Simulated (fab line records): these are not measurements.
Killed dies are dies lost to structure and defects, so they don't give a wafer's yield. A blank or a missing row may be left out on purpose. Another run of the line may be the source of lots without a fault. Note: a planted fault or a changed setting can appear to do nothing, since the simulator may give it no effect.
Which tool did it? -- flow sfq-line -- 7 lots with 20 wafers sampled at 3 steps, on a route of 325 steps

## WHAT EACH GAUGE READ, for each wafer
SFQ_I3_BOW_MEAS_922.
lot,measured,on,I3_BOW (um)
L691,day 41 01:23,film-metro-04,-8 -13 -1
L694,day 41 10:58,film-metro-03,0 -2 7
L696,day 41 16:23,film-metro-03,4 6 1
L704,day 44 02:26,film-metro-03,-1 -3 - -
L708,day 50 00:28,film-metro-01,5 -1 6
L710,day 51 00:25,film-metro-01,12 7 -8
L712,day 52 09:05,film-metro-03,0 -3 -3

## TOOL THAT RAN EACH LOT (tool first, then ch and the chambers of the sampled wafers, then the start)
lot,SFQ_TRILAYER_M1_STRIP_STRIP_043,SFQ_TRILAYER_I3_CMP_CMP_082
L691,"rie-metal-04 ch 0,1, day 23 16:29","cmp-01 ch 1,2,3, day 40 22:23"
L694,"rie-metal-02 ch 0,1, day 25 10:29","cmp-02 ch 1,2,3, day 41 07:58"
L696,"rie-metal-03 ch 0, day 26 08:00","cmp-01 ch 0,1,2, day 41 13:53"
L704,"rie-metal-02 ch 0,1, day 29 12:44","cmp-01 ch 0,1, day 44 00:26"
L708,"rie-metal-02 ch 0,1, day 31 22:30","cmp-02 ch 1,2, day 49 21:25"
L710,"rie-metal-02 ch 0, day 32 23:55","cmp-02 ch 0,1,3, day 50 21:55"
L712,"rie-metal-03 ch 0,1, day 33 12:56","cmp-01 ch 0,3, day 52 06:04"
- SFQ_TRILAYER_M1_STRIP_STRIP_043: strips in O2.
- SFQ_TRILAYER_I3_CMP_CMP_082: polishes SiO2.

## THE ANSWER, worked out from the rows above alone
Rule: the usual values come from the lots themselves. The widest of any qualifying gaps counts: lots, ordered by their means at a reading, are off when they make up no more than a third of the lots, leave a main group of 4 or more, and stand apart from it by 3 or more times the standard deviation of that group's means. If all means in a main group match to the digits the tables above print for the reading, that group is not used. A lot without any number at a reading at which 4 lots or more have one is off too. Any other lot the step has rows for is counted as sound.
Nothing can be told from this: no lot is off at any reading shown.

## WHAT THE SIMULATOR HAD PUT IN
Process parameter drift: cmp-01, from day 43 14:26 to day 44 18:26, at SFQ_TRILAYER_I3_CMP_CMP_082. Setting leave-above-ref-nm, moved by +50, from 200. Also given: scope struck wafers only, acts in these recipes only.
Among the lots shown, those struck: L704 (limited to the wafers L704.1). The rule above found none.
